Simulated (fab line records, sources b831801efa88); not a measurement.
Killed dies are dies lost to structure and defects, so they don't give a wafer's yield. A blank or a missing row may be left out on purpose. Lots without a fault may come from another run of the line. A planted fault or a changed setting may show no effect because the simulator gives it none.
Which tool did it? ; flow gf180mcu ; 34 wafers from 12 lots sampled at 2 of the route's 602 steps

== WHAT THE GAUGES READ, wafer by wafer ==
GF_HV_LDD_CD_MEAS_19: target cd 400 nm.
lot;measured;on;cd-nm (nm)
L523;day 11 02:21;cd-sem-01;401.8 399.4 399.0
L524;day 11 07:55;cd-sem-01;401.2 401.0 400.3
L528;day 12 16:26;cd-sem-02;399.4 400.8 400.0
L527;day 12 16:47;cd-sem-01;400.4 399.4 402.4
L529;day 12 20:30;cd-sem-01;400.6 401.7 401.1
L535;day 14 23:02;cd-sem-01;401.5 397.4
L537;day 15 12:38;cd-sem-01;399.5 397.6
L538;day 15 23:10;cd-sem-01;402.2 401.0 403.1
L539;day 16 03:49;cd-sem-01;394.7 397.7 395.6
L542;day 17 01:04;cd-sem-02;399.7 401.7 402.6
L544;day 17 21:26;cd-sem-01;399.4 400.5 399.2
L546;day 18 08:10;cd-sem-01;399.4 399.4 400.4

== WHAT TOOL EACH LOT RAN ON (gives the tool, then ch and the chambers of the sampled wafers, and finally the start) ==
lot;GF_HV_LDD_STRIP_10
L523;plasma-asher-03 ch 0,1, day 10 07:56
L524;plasma-asher-03 ch 0,1, day 10 13:45
L528;plasma-asher-03 ch 0,1, day 11 20:36
L527;plasma-asher-02 ch 0,1, day 11 20:56
L529;plasma-asher-01 ch 0,1, day 12 00:11
L535;plasma-asher-03 ch 0,1, day 14 01:27
L537;plasma-asher-01 ch 1, day 14 13:54
L538;plasma-asher-02 ch 0,1, day 15 00:15
L539;plasma-asher-01 ch 1, day 15 04:47
L542;plasma-asher-03 ch 0,1, day 16 02:08
L544;plasma-asher-03 ch 0,1, day 16 22:08
L546;plasma-asher-01 ch 0, day 17 08:54
- GF_HV_LDD_STRIP_10: strips in O2/N2.

== AS READ BY THE TOOLS THEMSELVES (means over the sampled wafers that have a number; for cases with no such wafer, the mark the record gives instead) ==
GF_HV_LDD_STRIP_10.
lot;tool;drypump-motor-current-A (A);heater-power-w (W);oes-product-au (a.u.);strip-time-to-endpoint-s (s)
L523;plasma-asher-03;5.8;327;0.715;12.64
L524;plasma-asher-03;5.8;333;0.718;12.64
L528;plasma-asher-03;5.8;308;0.712;12.65
L527;plasma-asher-02;6.4;381;0.717;12.65
L529;plasma-asher-01;5.5;379;0.717;12.63
L535;plasma-asher-03;5.8;322;0.712;12.54
L537;plasma-asher-01;5.8;428;0.714;12.62
L538;plasma-asher-02;6.2;362;0.717;12.63
L539;plasma-asher-01;5.8;431;0.716;12.63
L542;plasma-asher-03;5.8;333;0.718;12.62
L544;plasma-asher-03;5.8;332;0.718;12.58
L546;plasma-asher-01;4.9;289;0.717;12.69

== THE ANSWER, worked out from the rows above alone ==
Rule: what is usual is taken from the lots themselves. Put in order of their means at a reading, lots are off if they are a third of the lots or fewer, leave a main group of 4 or more, and stand apart from it by a gap of 3 or more times the standard deviation of the main group's means; of several such gaps the widest counts. The tables above print the reading to a certain number of digits; a main group whose means all agree to those digits is not used. A lot without any number at a reading at which 4 lots or more have one is off too. The other lots that the step has rows for count as sound. The gauges are gone through in route order, then the tools' own readings, and for those a lot's mean is taken as printed above. At the first step where some lot is off, the reading lying furthest off is the one used; lots without a number count as furthest.
Across all readings shown, no lot is off: no conclusion can be drawn from this.

== WHAT THE SIMULATOR PUT IN ==
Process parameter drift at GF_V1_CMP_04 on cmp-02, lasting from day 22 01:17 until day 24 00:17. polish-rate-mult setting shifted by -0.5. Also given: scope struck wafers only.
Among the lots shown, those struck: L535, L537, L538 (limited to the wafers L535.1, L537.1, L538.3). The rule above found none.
